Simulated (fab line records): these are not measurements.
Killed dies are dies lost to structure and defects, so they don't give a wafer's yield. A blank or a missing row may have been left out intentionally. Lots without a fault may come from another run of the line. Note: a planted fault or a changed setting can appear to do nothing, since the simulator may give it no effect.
fab line records    flow sky130
record: lots: 15  wafers: 45  last-day: 50
route steps=708 shown CAPM@541 METAL3@564 CAP2M@614 METAL4@629
lots that met no fault: taken from a fault-free run of the same line
start-h: hours from the record's opening day to when the first of the lot's shown wafers began    wait-h: hours since the lot's step before    " identical to the entry in the row above    L1.1+2: one row covering several wafers at once    - no value present, or no start provided    * or withheld: withheld    < > ~ a bound
route shown NAME@n: names a module that has steps shown in the file, with the first one's number in the route    usual: average and standard deviation across the fault-free wafers    same: alike in all rows    chamber/n: place in a boat    sites: each site's reading    _std_site: their standard deviation    _edge_site: the outer-site mean with the inner-site mean subtracted    radius-mm: for every site, how far away it sits from the centre of the wafer    mask NAME#n: copy n    behind: tool/chamber where the wafer was last shaped    hold: why the lot was held/for how many hours/how that ended    device: names the non-switching transistor (n, p or np)    end of line: tests of these same wafers at the route's end    a step given without rows: its recipe and nothing more    killed: count of dies lost to structure and defects at first sort (not the wafer's yield)    map: per-die view of a wafer (x killed, . not killed, _ where there is no die)
set.NAME: the setting that was run; set.NAME@STEP: the one run at that earlier step    model.NAME: the simulator's own value behind a step, which no gauge read
route steps across a sampled set of lots; one table per step, one row per wafer
services: the hour from which a tool's chamber was out of use, counted from the record's first day as start-h (under 0 if before that day), plus the number of hours and why
== steps ==
step: SKY_CAPM_THK_MEAS_04
recipe: thk-meas-gauge: xrf  reads: TiN_of_CAPM_SPUTTER_02
usual: CAPM_TIN_THK: 202.6/1.7
lot.wafer  tool           chamber  start-h  wait-h  CAPM_TIN_THK[nm]
L502.3     film-metro-01  -        852.34   0.1     201.2
L502.4     "              -        "        "       202.4
L502.5     "              -        "        "       200.9
L503.3     film-metro-01  -        867.50   0.1     203.3
L503.4     "              -        "        "       203.4
L503.6     "              -        "        "       199.7
L505.2     film-metro-01  -        881.74   0.1     200.6
L505.4     "              -        "        "       200.8
L505.6     "              -        "        "       199.6
L508.1     film-metro-03  -        905.80   0.1     203.1
L508.2     "              -        "        "       204.7
L508.6     "              -        "        "       201.6
L509.1     film-metro-03  -        910.53   0.1     202.0
L509.4     "              -        "        "       202.7
L509.6     "              -        "        "       202.6
L510.1     film-metro-01  -        917.89   0.1     205.6
L510.3     "              -        "        "       203.0
L510.5     "              -        "        "       201.9
L516.1     film-metro-02  -        961.65   0.1     203.7
L516.3     "              -        "        "       201.5
L516.6     "              -        "        "       203.8
L517.1     film-metro-03  -        967.20   0.1     201.9
L517.3     "              -        "        "       201.2
L517.4     "              -        "        "       202.3
L518.1     film-metro-03  -        976.26   0.1     204.7
L518.2     "              -        "        "       204.5
L518.5     "              -        "        "       205.1
L519.1     film-metro-03  -        986.02   0.1     203.0
L519.3     "              -        "        "       201.7
L519.5     "              -        "        "       202.3
L520.2     film-metro-01  -        990.09   0.1     201.3
L520.3     "              -        "        "       201.6
L520.5     "              -        "        "       200.5
L521.1     film-metro-02  -        996.36   0.1     200.8
L521.2     "              -        "        "       202.1
L521.4     "              -        "        "       202.0
L522.4     film-metro-02  -        1003.47  0.1     201.7
L522.5     "              -        "        "       199.8
L522.6     "              -        "        "       203.0
L523.2     film-metro-02  -        1010.20  0.1     200.8
L523.4     "              -        "        "       201.8
L523.6     "              -        "        "       200.7
L524.1     film-metro-01  -        1019.38  0.1     200.9
L524.4     "              -        "        "       203.4
L524.5     "              -        "        "       203.8
step: SKY_METAL3_OVL_MEAS_14
usual: METAL3_OVL: -1/4.8
lot.wafer  tool        chamber  start-h  wait-h  METAL3_OVL[nm]
L502.3     overlay-02  -        903.79   0.1     -1
L502.4     "           -        "        "       -1
L502.5     "           -        "        "       0
L503.3     overlay-01  -        919.41   0.1     -17
L503.4     "           -        "        "       -4
L503.6     "           -        "        "       -9
L505.2     overlay-01  -        932.81   0.1     0
L505.4     "           -        "        "       -3
L505.6     "           -        "        "       7
L508.1     overlay-02  -        955.86   0.1     3
L508.2     "           -        "        "       2
L508.6     "           -        "        "       -4
L509.1     overlay-01  -        959.91   0.1     -1
L509.4     "           -        "        "       -1
L509.6     "           -        "        "       3
L510.1     overlay-01  -        967.12   0.1     4
L510.3     "           -        "        "       6
L510.5     "           -        "        "       -1
L516.1     overlay-01  -        1008.95  0.1     1
L516.3     "           -        "        "       3
L516.6     "           -        "        "       10
L517.1     overlay-02  -        1013.15  0.1     1
L517.3     "           -        "        "       -2
L517.4     "           -        "        "       2
L518.1     overlay-02  -        1023.72  0.1     -8
L518.2     "           -        "        "       -1
L518.5     "           -        "        "       -2
L519.1     overlay-01  -        1032.73  0.1     1
L519.3     "           -        "        "       0
L519.5     "           -        "        "       -4
L520.2     overlay-01  -        1035.98  0.1     -9
L520.3     "           -        "        "       -3
L520.5     "           -        "        "       -5
L521.1     overlay-02  -        1042.41  0.1     3
L521.2     "           -        "        "       4
L521.4     "           -        "        "       4
L522.4     overlay-02  -        1049.34  0.1     -3
L522.5     "           -        "        "       -5
L522.6     "           -        "        "       1
L523.2     overlay-02  -        1056.37  0.1     1
L523.4     "           -        "        "       -7
L523.6     "           -        "        "       2
L524.1     overlay-01  -        1064.56  0.1     1
L524.4     "           -        "        "       1
L524.5     "           -        "        "       1
step: SKY_CAP2M_DEVELOP_11
recipe: resist: NOVOLAK  developer: TMAH  develop-time-s: 60  dev-temp-c: 23
usual: chill-plate-temp-C: 23.05/0.11  develop-time-s: 60/0
lot.wafer  tool            chamber  start-h  wait-h  chill-plate-temp-C  develop-time-s
L502.3     litho-track-04  0        956.69   0.1     22.81               60
L502.4     "               0        "        "       22.89               60
L502.5     "               0        "        "       22.76               60
L503.3     litho-track-02  0        972.44   0.1     23.09               60
L503.4     "               0        "        "       23.04               60
L503.6     "               0        "        "       23.08               60
L505.2     litho-track-03  0        983.71   0.1     22.98               60
L505.4     "               0        "        "       23.14               60
L505.6     "               0        "        "       23.05               60
L508.1     litho-track-02  -        1006.04  0.1     -                   -
L508.2     "               -        "        "       -                   -
L508.6     "               -        "        "       -                   -
L509.1     litho-track-04  -        1009.84  0.1     -                   -
L509.4     "               -        "        "       -                   -
L509.6     "               -        "        "       -                   -
L510.1     litho-track-03  -        1017.38  0.1     -                   -
L510.3     "               -        "        "       -                   -
L510.5     "               -        "        "       -                   -
L516.1     litho-track-03  0        1057.28  0.1     23.03               60
L516.3     "               0        "        "       22.98               60
L516.6     "               0        "        "       23.06               60
L517.1     litho-track-02  0        1061.14  0.1     23.12               60
L517.3     "               0        "        "       23.07               60
L517.4     "               0        "        "       23.00               60
L518.1     litho-track-04  0        1071.19  0.1     22.84               60
L518.2     "               0        "        "       23.10               60
L518.5     "               0        "        "       22.98               60
L519.1     litho-track-03  0        1079.83  0.1     23.08               60
L519.3     "               0        "        "       23.03               60
L519.5     "               0        "        "       23.08               60
L520.2     litho-track-03  0        1081.76  0.1     23.05               60
L520.3     "               0        "        "       23.05               60
L520.5     "               0        "        "       22.89               60
L521.1     litho-track-03  0        1087.33  0.1     22.95               60
L521.2     "               0        "        "       22.97               60
L521.4     "               0        "        "       22.96               60
L522.4     litho-track-04  0        1094.61  0.1     23.06               60
L522.5     "               0        "        "       22.97               60
L522.6     "               0        "        "       22.96               60
L523.2     litho-track-04  0        1100.86  0.1     23.19               60
L523.4     "               0        "        "       22.97               60
L523.6     "               0        "        "       23.17               60
L524.1     litho-track-02  0        1108.99  0.1     22.93               60
L524.4     "               0        "        "       22.91               60
L524.5     "               0        "        "       22.97               60
step: SKY_METAL4_CD_MEAS_13
recipe: target-cd-nm: 300
usual: cd-nm: 300.0/1.6
lot.wafer  tool       chamber  start-h  wait-h  cd-nm
L502.3     cd-sem-01  -        981.38   -       300.1
L502.4     "          -        "        "       300.5
L502.5     "          -        "        "       300.0
L503.3     cd-sem-02  -        996.28   -       300.6
L503.4     "          -        "        "       301.5
L503.6     "          -        "        "       299.6
L505.2     cd-sem-02  -        1007.76  -       298.2
L505.4     "          -        "        "       300.0
L505.6     "          -        "        "       299.1
L516.1     cd-sem-02  -        1079.44  -       300.4
L516.3     "          -        "        "       301.1
L516.6     "          -        "        "       300.3
L517.1     cd-sem-01  -        1082.69  -       301.9
L517.3     "          -        "        "       301.5
L517.4     "          -        "        "       301.5
L518.1     cd-sem-01  -        1092.94  -       297.7
L518.2     "          -        "        "       297.2
L518.5     "          -        "        "       298.3
L519.1     cd-sem-01  -        1101.00  -       298.3
L519.3     "          -        "        "       299.1
L519.5     "          -        "        "       298.1
L520.2     cd-sem-02  -        1103.11  -       299.0
L520.3     "          -        "        "       297.7
L520.5     "          -        "        "       299.3
L521.1     cd-sem-01  -        1108.80  -       302.0
L521.2     "          -        "        "       302.6
L521.4     "          -        "        "       303.1
L522.4     cd-sem-02  -        1115.95  -       299.8
L522.5     "          -        "        "       299.5
L522.6     "          -        "        "       300.5
L523.2     cd-sem-02  -        1122.01  -       298.0
L523.4     "          -        "        "       298.1
L523.6     "          -        "        "       299.7
L524.1     cd-sem-02  -        1129.54  -       299.7
L524.4     "          -        "        "       300.4
L524.5     "          -        "        "       298.8
== services ==
tool            chamber  start-h  hours  kind
litho-track-03  -        1005.32  -      consumable-replace:filter
== key ==
first-sign: step: SKY_CAP2M_DEVELOP_11  reading: tool-record  direction: missing
effect none on later readings
met-at SKY_CAP2M_DEVELOP_11
struck-lots L508,L509,L510
later-rows-left-out L508.1,L508.2,L508.6,L509.1,L509.4,L509.6,L510.1,L510.3,L510.5
sort-left-out L508.1,L508.2,L508.6,L509.1,L509.4,L509.6,L510.1,L510.3,L510.5
not-acting-at SKY_CAPM_THK_MEAS_04,SKY_METAL3_OVL_MEAS_14,SKY_METAL4_CD_MEAS_13
onset-between 983.71 1006.04
fault: kind: skipped-step-whole  tool: litho-track-02,litho-track-03,litho-track-04  chamber: -  onset-h: 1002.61  steps: SKY_CAP2M_DEVELOP_11  scope: struck-lots-only
sort-left-out: the simulated sort isn't trusted on such a fault, so these wafers' sort isn't shown, and their yield isn't known
later-rows-left-out: the simulator's readings of these wafers behind a module that went badly wrong aren't trusted and aren't shown, but for the sort
